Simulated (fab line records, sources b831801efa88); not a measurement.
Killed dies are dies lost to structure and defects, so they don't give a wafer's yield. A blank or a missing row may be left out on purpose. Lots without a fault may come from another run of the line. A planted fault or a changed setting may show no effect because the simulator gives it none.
A struck lot beside a sound one | flow sky130 | 16 steps out of a route of 708
Sound: wafers L413.1, L413.4, L413.5. Struck: wafer L423.6. (L423.3, L423.4 of the same lot were not struck and are left out.) The cause comes at the end.
At each step with rows: each side's tool, then ch and its chambers, then its first start. Under that, the readings that differ: sound wafers | struck wafers | difference of the means | sigmas: that difference in standard deviations of wafers without a fault.
alike: readings whose means differ by less than 2 such deviations, and words and numbers that are the same on both sides. not compared: withheld readings, readings that some wafer has no value for, bounds like >300 that may hide the same value, and numbers for which the record gives no deviation and whose values overlap.
The two part at a step that has a row with sigmas, a row that says differs or no value, or rows on one side only. Numbers that don't overlap but have no deviation are shown without sigmas and don't part them. A reading that every wafer of one side lacks parts them only if that side has two wafers or more.

first, 1 step without rows for these wafers: SKY_METAL5_CLEAN_19 (cleans in O3/DIW).
SKY_PASSIVATION_CVD_00: deposits SiO2, target thk 90 nm.
  sound on pecvd-03 ch 0,2, day 45 11:44; struck on pecvd-03 ch 1, day 48 01:10
  alike: heater_power_w
SKY_PASSIVATION_THK_MEAS_01:
  sound on film_metro-04, day 45 11:45; struck on film_metro-03, day 48 01:13
  alike: PASSIVATION_CVD_00_THK
SKY_PASSIVATION_CVD_02: deposits Si3N4, target thk 540 nm.
  sound on pecvd-04 ch 0,2, day 45 11:49; struck on pecvd-04 ch 0, day 48 01:15
  alike: heater_power_w
SKY_PASSIVATION_THK_MEAS_03:
  sound on film_metro-02, day 45 12:02; struck on film_metro-02, day 48 01:30
  alike: PASSIVATION_CVD_02_THK
then, 7 steps without rows for these wafers: SKY_PASSIVATION_DEHYDRATE_04 (time 60 s); SKY_PASSIVATION_HMDS_05 (prime time 60 s); SKY_PASSIVATION_COAT_06 (resist thk 3000 nm); SKY_PASSIVATION_SOFTBAKE_07; SKY_PASSIVATION_EXPOSE_08 (exposes mask NSM, target cd 3000 nm); SKY_PASSIVATION_PEB_09; SKY_PASSIVATION_DEVELOP_10 (develop time 60 s).
SKY_PASSIVATION_ETCH_11: etches the open film in CF4/O2, stops on AlCu, target depth 725 nm, time 161.1 s.
  sound on rie_diel-04 ch 0,2, day 46 08:55; struck on rie_diel-04 ch 3, day 48 19:32
  reading                                       | sound             | struck | difference | sigmas
  drypump_motor_current_A (A)                   | 5.4 5.5 5.4       | 6.3    | +0.9       | +3
  model.coat_of_PASSIVATION_COAT_06.thk_nm (nm) | 2530 2524 2522    | 2317   | -208       |
  model.PASSIVATION.feature_depth_nm (nm)       | 689.7 692.7 699.9 | 708.1  | +14.0      |
  model.etch.depth_nm (nm)                      | 689.7 692.7 699.9 | 708.1  | +14.0      |
  alike: oes_product_au, throttle_valve_pct
  not compared: rf_hours_counter_h
SKY_PASSIVATION_STRIP_12: strips in O2/N2.
  sound on plasma_asher-04 ch 0,1, day 46 09:01; struck on plasma_asher-03 ch 0, day 48 19:40
  reading                      | sound             | struck | difference | sigmas
  strip_time_to_endpoint_s (s) | 31.69 31.63 31.57 | 29.22  | -2.41      | -15
  alike: drypump_motor_current_A, oes_product_au
  not compared: rf_hours_counter_h
then, 1 step without rows for these wafers: SKY_PAD_OPEN_DEHYDRATE_00 (time 60 s).
SKY_PAD_OPEN_PROBE_99:
  sound on prober-02, day 47 07:12; struck on prober-02, day 49 16:22
  reading                 | sound          | struck | difference | sigmas
  killed_at_front_end     | 22 17 25       | 10     | -11        | -3
  sort_bin_5_function (%) | 12.8 10.0 10.6 | 7.9    | -3.2       | -2
  alike: defect_limited_yield, killed_at_M0_to_M3, killed_at_M4_up, killed_at_contacts, killed_at_other, killed_dies, killed_open, killed_short, sort_bin_3_pad_short, sort_bin_6_memory, sort_n_pass, sort_yield_pct

WHERE THEY PART
First at SKY_PASSIVATION_ETCH_11; last, within this record, at SKY_PAD_OPEN_PROBE_99.

WHY: what the simulator had put in
Process parameter drift: rie_diel-04, from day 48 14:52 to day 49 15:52, at SKY_PASSIVATION_ETCH_11. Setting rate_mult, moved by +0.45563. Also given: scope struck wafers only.
